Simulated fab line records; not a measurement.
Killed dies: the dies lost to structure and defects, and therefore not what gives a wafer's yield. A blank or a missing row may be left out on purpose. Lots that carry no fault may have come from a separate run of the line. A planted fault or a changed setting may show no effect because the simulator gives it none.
Chamber matching | flow gf180mcu | cmp-02 running GF_V2_CMP_26: 4 sister chambers
The step polishes, stops on SiO2, t overpolish 15 s, target thk 0 nm. 4 wafers are shown with their chamber, then 12 later ones without.

## WAFERS WITH THEIR CHAMBER
wafer  | chamber | motor-current-A (A)
L090.3 | 1       | 13.0
L090.6 | 3       | 11.1
L091.4 | 2       | 9.3
L091.6 | 0       | 9.8

## WAFERS WHOSE CHAMBER IS MISSING
wafer  | motor-current-A (A)
L093.1 | 9.8
L093.5 | 12.5
L093.6 | 9.6
L095.3 | 9.9
L095.4 | 9.8
L095.6 | 12.1
L096.4 | 9.8
L096.5 | 10.0
L096.6 | 11.3
L097.1 | 9.6
L097.4 | 11.2
L097.5 | 10.9

## WHICH CHAMBER EACH WENT THROUGH
wafer  | from the rows above     | in truth
L093.1 | can't be placed: 0 or 2 | 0
L093.5 | 1                       | 1
L093.6 | can't be placed: 0 or 2 | 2
L095.3 | can't be placed: 0 or 2 | 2
L095.4 | can't be placed: 0 or 2 | 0
L095.6 | can't be placed: 1 or 3 | 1
L096.4 | can't be placed: 0 or 2 | 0
L096.5 | can't be placed: 0 or 2 | 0
L096.6 | 3                       | 3
L097.1 | can't be placed: 0 or 2 | 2
L097.4 | 3                       | 3
L097.5 | 3                       | 3
4 of 12 placed correctly. Unplaceable from these rows: 8, with the true chamber sitting among the candidates in 8. 0 placed wrongly.
How it was worked out, from the rows above alone: a wafer's distance from a chamber is the root of the sum, over the readings, of the square of ((its reading less the chamber's mean) divided by the reading's scatter). If the next closest chamber is less than 2 further off than the closest, the wafer can't be placed; otherwise it belongs to the closest. A chamber's mean is the mean of its shown wafers. The scatter (one wafer shown for each chamber): square how far every hidden wafer sits from the nearest shown wafer, average those squares and take the square root.
